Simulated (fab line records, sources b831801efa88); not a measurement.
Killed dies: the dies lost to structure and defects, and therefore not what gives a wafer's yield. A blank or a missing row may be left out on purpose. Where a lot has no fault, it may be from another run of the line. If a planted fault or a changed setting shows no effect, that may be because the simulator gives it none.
Which tool was responsible? -- flow gf180mcu -- Sampling: 12 lots, 36 wafers, 6 of 602 route steps

## WHAT THE GAUGES READ, wafer by wafer
GF_HV_LDD_OVL_MEAS_08.
lot,measured,on,HV_LDD_OVL (nm)
L127,day 11 07:20,overlay-01,4.0 3.8 1.5
L128,day 11 09:17,overlay-02,-1.1 -1.5 0.0
L129,day 11 18:44,overlay-02,-1.2 0.4 -0.4
L131,day 12 08:37,overlay-01,0.1 0.9 2.0
L132,day 12 16:23,overlay-02,1.0 -0.8 -0.4
L134,day 13 09:31,overlay-02,1.9 -1.1 1.5
L139,day 15 03:08,overlay-01,2.7 1.7 0.8
L141,day 15 20:57,overlay-02,1.4 0.9 2.6
L140,day 15 23:05,overlay-01,0.6 2.2 0.9
L142,day 16 07:44,overlay-02,0.9 -1.0 0.5
L146,day 17 04:55,overlay-02,-0.2 -0.3 2.1
L145,day 17 07:50,overlay-01,1.4 0.0 0.9

GF_HV_LDD_TW_MEAS_38.
lot,measured,on,HV_LDD_3_TW
L127,day 12 22:05,filmMetro-01,1439 1435 1422
L128,day 13 01:15,filmMetro-02,1415 1427 1418
L129,day 13 11:17,filmMetro-02,1424 1436 1421
L131,day 14 02:18,filmMetro-03,1532 1533 1529
L132,day 14 09:37,filmMetro-01,1443 1445 1438
L134,day 15 03:35,filmMetro-01,1437 1437 1441
L139,day 17 00:20,filmMetro-02,1536 1542 1550
L141,day 17 20:08,filmMetro-03,1439 1430 1430
L140,day 17 21:07,filmMetro-02,1437 1443 1439
L142,day 18 07:22,filmMetro-02,1435 1437 1437
L146,day 19 05:19,filmMetro-02,1434 1429 1426
L145,day 19 08:34,filmMetro-01,1430 1437 1434

GF_HV_LDD_OVL_MEAS_47.
lot,measured,on,HV_LDD_03_OVL (nm)
L127,day 13 18:06,overlay-02,-1.5 0.7 -1.5
L128,day 13 21:38,overlay-01,0.5 0.8 1.1
L129,day 14 07:28,overlay-01,1.5 -0.7 0.4
L131,day 14 22:28,overlay-02,1.3 1.7 1.6
L132,day 15 06:52,overlay-01,2.1 0.9 4.2
L134,day 16 01:52,overlay-01,0.3 1.0 2.9
L139,day 17 23:20,overlay-02,0.3 0.1 0.6
L141,day 18 19:52,overlay-02,-1.3 -3.3 -0.9
L140,day 18 20:48,overlay-01,-0.1 1.0 -0.4
L142,day 19 07:16,overlay-01,1.7 2.3 2.1
L146,day 20 05:56,overlay-02,0.3 -1.1 -3.2
L145,day 20 08:04,overlay-02,-0.8 0.1 1.0

GF_HV_LDD_RS_MEAS_53: measures by four-point-probe.
lot,measured,on,HV_LDD_RS (ohm/sq)
L127,day 13 18:34,filmMetro-01,418.7 418.7 417.8
L128,day 13 22:07,filmMetro-02,417.0 417.4 416.6
L129,day 14 07:56,filmMetro-01,418.0 418.0 417.8
L131,day 14 23:07,filmMetro-01,399.1 399.0 398.8
L132,day 15 07:20,filmMetro-02,416.5 416.9 417.3
L134,day 16 02:20,filmMetro-01,418.5 419.0 417.9
L139,day 17 23:49,filmMetro-02,398.7 398.0 397.7
L141,day 18 20:20,filmMetro-02,417.5 418.2 417.4
L140,day 18 21:16,filmMetro-02,418.9 418.1 417.5
L142,day 19 07:44,filmMetro-01,418.9 417.9 418.2
L146,day 20 06:24,filmMetro-02,417.7 418.2 415.8
L145,day 20 08:32,filmMetro-01,418.1 419.5 418.8

## WHICH TOOL RAN EACH LOT (tool, then ch and the chambers of the sampled wafers, then the start)
lot,GF_HV_LDD_IMPLANT_34,GF_HV_LDD_STRIP_37
L127,"implanter-04 ch 0, day 12 21:32","plasmaAsher-03 ch 0,1, day 12 21:59"
L128,"implanter-03 ch 0, day 13 00:43","plasmaAsher-04 ch 0,1, day 13 01:08"
L129,"implanter-01 ch 0, day 13 10:44","plasmaAsher-04 ch 0,1, day 13 11:11"
L131,"implanter-01 ch 0, day 14 01:26","plasmaAsher-03 ch 0,1, day 14 02:12"
L132,"implanter-03 ch 0, day 14 09:05","plasmaAsher-04 ch 0,1, day 14 09:31"
L134,"implanter-01 ch 0, day 15 03:02","plasmaAsher-02 ch 1, day 15 03:29"
L139,"implanter-01 ch 0, day 16 23:29","plasmaAsher-03 ch 0,1, day 17 00:14"
L141,"implanter-01 ch 0, day 17 19:35","plasmaAsher-04 ch 0,1, day 17 20:02"
L140,"implanter-01 ch 0, day 17 20:34","plasmaAsher-03 ch 0,1, day 17 21:01"
L142,"implanter-01 ch 0, day 18 06:50","plasmaAsher-02 ch 0,1, day 18 07:16"
L146,"implanter-01 ch 0, day 19 04:47","plasmaAsher-04 ch 0,1, day 19 05:13"
L145,"implanter-01 ch 0, day 19 08:02","plasmaAsher-03 ch 0,1, day 19 08:28"
- GF_HV_LDD_IMPLANT_34
- GF_HV_LDD_STRIP_37: strips in O2/N2.

## AS READ BY THE TOOLS THEMSELVES (means over the sampled wafers that have a number; for cases with no such wafer, the mark the record gives instead)
GF_HV_LDD_IMPLANT_34.
lot,tool,doseIonsCm2
L127,implanter-04,7.498e+12
L128,implanter-03,7.490e+12
L129,implanter-01,7.497e+12
L131,implanter-01,7.500e+12
L132,implanter-03,7.495e+12
L134,implanter-01,7.498e+12
L139,implanter-01,7.495e+12
L141,implanter-01,7.493e+12
L140,implanter-01,7.500e+12
L142,implanter-01,7.496e+12
L146,implanter-01,7.507e+12
L145,implanter-01,7.494e+12

GF_HV_LDD_STRIP_37.
lot,tool,drypumpMotorCurrentA (A),heaterPowerW (W),oesProductAu (a.u.),stripTimeToEndpointS (s)
L127,plasmaAsher-03,5.8,352,0.716,12.60
L128,plasmaAsher-04,6.4,305,0.714,12.69
L129,plasmaAsher-04,6.4,307,0.713,12.66
L131,plasmaAsher-03,5.8,351,0.719,12.69
L132,plasmaAsher-04,6.5,320,0.714,12.56
L134,plasmaAsher-02,6.4,372,0.717,12.62
L139,plasmaAsher-03,5.9,352,0.723,12.64
L141,plasmaAsher-04,6.5,318,0.715,12.65
L140,plasmaAsher-03,5.9,356,0.718,12.63
L142,plasmaAsher-02,6.4,331,0.713,12.65
L146,plasmaAsher-04,6.4,304,0.714,12.58
L145,plasmaAsher-03,5.9,351,0.714,12.57

## THE ANSWER, worked out from the rows above alone
Rule: usual is defined by the lots themselves. Put in order of their means at a reading, lots are off if they are a third of the lots or fewer, leave a main group of 4 or more, and stand apart from it by a gap of 3 or more times the standard deviation of the main group's means; of several such gaps the widest counts. A main group is skipped when, at the precision printed for the reading in the tables above, its means are all equal. Also off: a lot with no number at a reading for which 4 or more lots have one. Any other lot the step has rows for is counted as sound. After the gauges, taken in route order, come the tools' own readings; for these a lot's mean is taken, as printed above. At the first step where some lot is off, the reading lying furthest off is the one used; lots without a number count as furthest.
Off: L131, L139, seen at GF_HV_LDD_TW_MEAS_38 (HV_LDD_3_TW). Mean 1433 and standard deviation 6.2 in the main group.
If a tool, at a process step before that reading, ran all the lots that are off and no sound lot after the first of them, it fits. Those tools and the gauges at GF_HV_LDD_TW_MEAS_38 are tried in the same way. No candidate that was tried fits.

## WHAT THE SIMULATOR HAD INSERTED
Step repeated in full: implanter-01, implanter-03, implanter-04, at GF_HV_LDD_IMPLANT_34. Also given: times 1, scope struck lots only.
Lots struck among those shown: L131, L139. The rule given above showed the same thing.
